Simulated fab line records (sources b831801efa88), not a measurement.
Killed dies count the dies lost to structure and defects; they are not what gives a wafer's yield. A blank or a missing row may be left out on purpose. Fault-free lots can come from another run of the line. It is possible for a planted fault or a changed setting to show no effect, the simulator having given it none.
Struck lot and sound lot, side by side || flow sky130 || 15 steps out of a route of 708
Sound: the wafers L929.3, L929.4, L929.5. Struck: wafer L943.3 (left out: L943.2, L943.4 of the same lot, which were not struck); the cause appears at the end.
Per side, at each step with rows, come the tool, then ch with its chambers, and then its first start. Under that, the readings that differ: sound wafers || struck wafers || difference of the means || sigmas: that difference in standard deviations of wafers without a fault.
alike: readings whose means differ by less than 2 such deviations, and words and numbers that are the same on both sides. not compared: withheld readings, readings that some wafer has no value for, bounds like >300 that may hide the same value, and numbers for which the record gives no deviation and whose values overlap.
Wherever a step has rows on one side only, a row that says differs or no value, or a row with sigmas, the two part there. Non-overlapping numbers with no deviation appear without sigmas and do not part them. A reading that every wafer of one side lacks parts them only if that side has two wafers or more.

first, 2 steps without rows for these wafers: SKY_VIA4_PEB_09; SKY_VIA4_DEVELOP_10 (develop time 60 s).
SKY_VIA4_OVL_MEAS_11:
  struck on overlay-02, day 47 12:01; sound on overlay-01, day 44 04:38
  alike: VIA4_OVL
SKY_VIA4_ETCH_12: etches SiO2 in C4F8/O2/Ar, stops on TiN, target depth 580 nm.
  sound on rie_diel-02 ch 1,2,3, day 44 04:40; struck on rie_diel-04 ch 0, day 47 12:03
  alike: oes_product_au
SKY_VIA4_STRIP_13: strips in O2/N2.
  sound on plasma_asher-04 ch 0,1, day 44 04:46; struck on plasma_asher-01 ch 0, day 47 12:07
{"reading": "drypump_motor_current_A (A)", "sound": "5.9 4.8 4.8", "struck": 5.9, "difference": "+0.7", "sigmas": "+2"}
  alike: n2_flow_sccm, oes_product_au, strip_time_to_endpoint_s
  not compared: rf_hours_counter_h
then, 3 steps without rows for these wafers: SKY_VIA4_STRIP_14 (strips in post etch residue remover, time 1200 s); SKY_VIA4_CLEAN_15 (cleans in IPA, time 180 s); SKY_VIA4_CLEAN_16 (cleans in O3/DIW).
SKY_VIA4_SPUTTER_17: material TiN, target thk 20 nm, time 80 s.
  struck on pvd_sputter-03, day 47 12:43; sound on pvd_sputter-03, day 44 05:20
  alike: throttle_valve_pct
SKY_VIA4_CVD_18: deposits W, target thk 505 nm, time 152.14 s.
  sound on cvd_w-02 ch 0,1, day 44 05:26; struck on cvd_w-02 ch 1, day 47 12:47
  alike: chamber_pressure_Torr, heater_power_outer_w, heater_power_w
SKY_VIA4_RS_MEAS_19: the measuring method here is four-point-probe.
  struck on film_metro-01, day 47 12:57; sound on film_metro-04, day 44 05:35
  alike: VIA4_W_RS
SKY_VIA4_THK_MEAS_20: measures by xrf.
  struck on film_metro-01, day 47 13:04; sound on film_metro-04, day 44 05:41
  alike: VIA4_W_THK
SKY_VIA4_CMP_21: polishes, stops on SiO2, t overpolish 25 s, target thk 0 nm.
  sound on cmp-02 ch 0,1,3, day 44 05:49; struck on cmp-02 ch 1, day 47 13:07
{"reading": "overpolish_run_s (s)", "sound": "25.008 25.011 24.994", "struck": 24.985, "difference": -0.019, "sigmas": -2}
{"reading": "platen_rpm (rpm)", "sound": "59.98 60.01 60.05", "struck": 65.94, "difference": "+5.93", "sigmas": "+99 or more"}
  alike: motor_current_A, time_to_endpoint_s
SKY_METAL5_SPUTTER_00: material Ti, target thk 15 nm, time 10 s.
  struck on pvd_sputter-01, day 47 13:25; sound on pvd_sputter-01, day 44 06:01
  alike: throttle_valve_pct
-- the record jumps here: 2 days lie between the struck wafers' starts before and after (it left off in module METAL5 and takes up again in module PAD_OPEN, whose first step shown is number 708 of the route) --
SKY_PAD_OPEN_PROBE_99:
  struck on prober-02, day 49 22:51; sound on prober-02, day 47 01:23
  alike: defect_limited_yield, killed_at_M0_to_M3, killed_at_M4_up, killed_at_contacts, killed_at_front_end, killed_at_other, killed_dies, killed_open, killed_short, sort_bin_3_pad_short, sort_bin_5_function, sort_bin_6_memory, sort_n_pass, sort_yield_pct

## WHERE THEY PART
First at SKY_VIA4_STRIP_13; last, within this record, at SKY_VIA4_CMP_21. Later steps at which nothing parts them and some readings are alike: SKY_METAL5_SPUTTER_00, SKY_PAD_OPEN_PROBE_99.

WHY: the cause the simulator had injected
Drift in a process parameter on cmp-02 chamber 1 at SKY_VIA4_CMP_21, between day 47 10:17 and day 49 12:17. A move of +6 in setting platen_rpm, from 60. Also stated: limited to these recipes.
